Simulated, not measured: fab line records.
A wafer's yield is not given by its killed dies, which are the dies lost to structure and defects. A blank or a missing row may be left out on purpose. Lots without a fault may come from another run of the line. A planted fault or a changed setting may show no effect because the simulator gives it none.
Which tool did it? ; flow gf180mcu ; Sampling: 14 lots, 42 wafers, 2 of 602 route steps

== WHAT THE GAUGES SHOWED, per wafer ==
GF_CONTACT_CD_MEAS_14: the cd target is 220 nm. Usual: cdNm reads 220.1 nm (standard deviation 1.3).
lot;measured;on;cdNm (nm);flag
L634;day 16 05:05;cdSem-01;219.6 218.6 219.3;
L635;day 16 08:59;cdSem-01;220.2 221.0 220.6;
L636;day 16 18:10;cdSem-02;219.5 218.2 218.6;
L637;day 17 03:01;cdSem-02;221.0 220.3 218.5;
L639;day 17 20:10;cdSem-02;220.5 220.9 221.2;
L640;day 18 05:12;cdSem-01;222.1 221.3 221.7;
L642;day 19 03:25;cdSem-02;219.5 220.0 220.2;
L644;day 19 22:58;cdSem-01;221.8 223.8 222.1;
L646;day 20 16:51;cdSem-02;218.6 220.9 218.9;
L647;day 20 17:47;cdSem-02;220.9 219.1 219.4;
L648;day 21 23:33;cdSem-02;219.0 219.8 219.1;
L650;day 22 10:09;cdSem-02;218.0 219.2 219.1;
L656;day 24 10:14;cdSem-02;221.5 220.8 221.7;
L657;day 24 18:21;cdSem-02;220.4 220.0 219.8;

== EACH LOT AND THE TOOL THAT RAN IT (in order: tool; ch and the chambers of the sampled wafers; start) ==
lot;GF_LVPWELL_EXPOSE_04
L634;ilineStepper-02 ch 0, day 3 14:40
L635;ilineStepper-01 ch 0, day 3 20:33
L636;ilineStepper-01 ch 0, day 4 01:31
L637;ilineStepper-01 ch 0, day 4 08:05
L639;ilineStepper-02 ch 0, day 4 17:49
L640;ilineStepper-01 ch 0, day 4 23:17
L642;ilineStepper-01 ch 0, day 5 10:02
L644;ilineStepper-02 ch 0, day 5 16:04
L646;ilineStepper-02 ch 0, day 6 04:44
L647;ilineStepper-01 ch 0, day 6 06:41
L648;ilineStepper-02 ch 0, day 7 05:40
L650;ilineStepper-01 ch 0, day 7 10:23
L656;ilineStepper-01 ch 0, day 8 23:40
L657;ilineStepper-02 ch 0, day 9 00:02
- GF_LVPWELL_EXPOSE_04: exposes mask LVPWELL, target cd 600 nm.

== AS READ BY THE TOOLS THEMSELVES (means over the sampled wafers that have a number; for cases with no such wafer, the mark the record gives instead) ==
GF_LVPWELL_EXPOSE_04. Usual: exposureDoseMJCm2 reads 259.93 (standard deviation 0.24).
lot;tool;exposureDoseMJCm2;flag
L634;ilineStepper-02;260.04;
L635;ilineStepper-01;259.89;
L636;ilineStepper-01;259.98;
L637;ilineStepper-01;259.72;
L639;ilineStepper-02;259.97;
L640;ilineStepper-01;259.71;
L642;ilineStepper-01;259.77;
L644;ilineStepper-02;259.97;
L646;ilineStepper-02;260.26;
L647;ilineStepper-01;259.96;
L648;ilineStepper-02;260.17;
L650;ilineStepper-01;227.08;OFF
L656;ilineStepper-01;227.25;OFF
L657;ilineStepper-02;259.89;

== THE ANSWER, worked out from the rows above alone ==
Rule: take the mean of a lot's wafers that have a number; if it is more than 3 standard deviations from the usual mean, the lot is off. A lot without any number at a reading at which 4 lots or more have one is off too. Any other lot the step has rows for is counted as sound. First the gauges in route order, then the tools' own readings, where a lot's mean is used as printed above. The first step at which some lot is off is used, and at that step the reading that is off furthest; a lot without a number counts as furthest.
Off, at GF_LVPWELL_EXPOSE_04 on exposureDoseMJCm2: L650, L656.
If a tool, at that step or one of the process steps before it, ran each lot that is off and ran no sound lot following the first of them, it fits. One fits: ilineStepper-01 at GF_LVPWELL_EXPOSE_04. A fault onset in the window from L647 (day 6 06:41, its last sound lot) to L650 (day 7 10:23, its first lot off) fits.
The tool's own readings at GF_LVPWELL_EXPOSE_04 bear it out: on the lots that are off they differ by more than 5 times the standard deviation of the sound lots' means. exposureDoseMJCm2 reads 227.17 there against 259.94 on the sound lots.

== WHAT HAD BEEN PUT IN BY THE SIMULATOR ==
Process parameter drift: ilineStepper-01, from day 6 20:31 on, at GF_LVPWELL_EXPOSE_04. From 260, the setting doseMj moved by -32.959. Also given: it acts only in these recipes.
Shown lots that were struck: L650, L656. The rule given above showed the same thing.
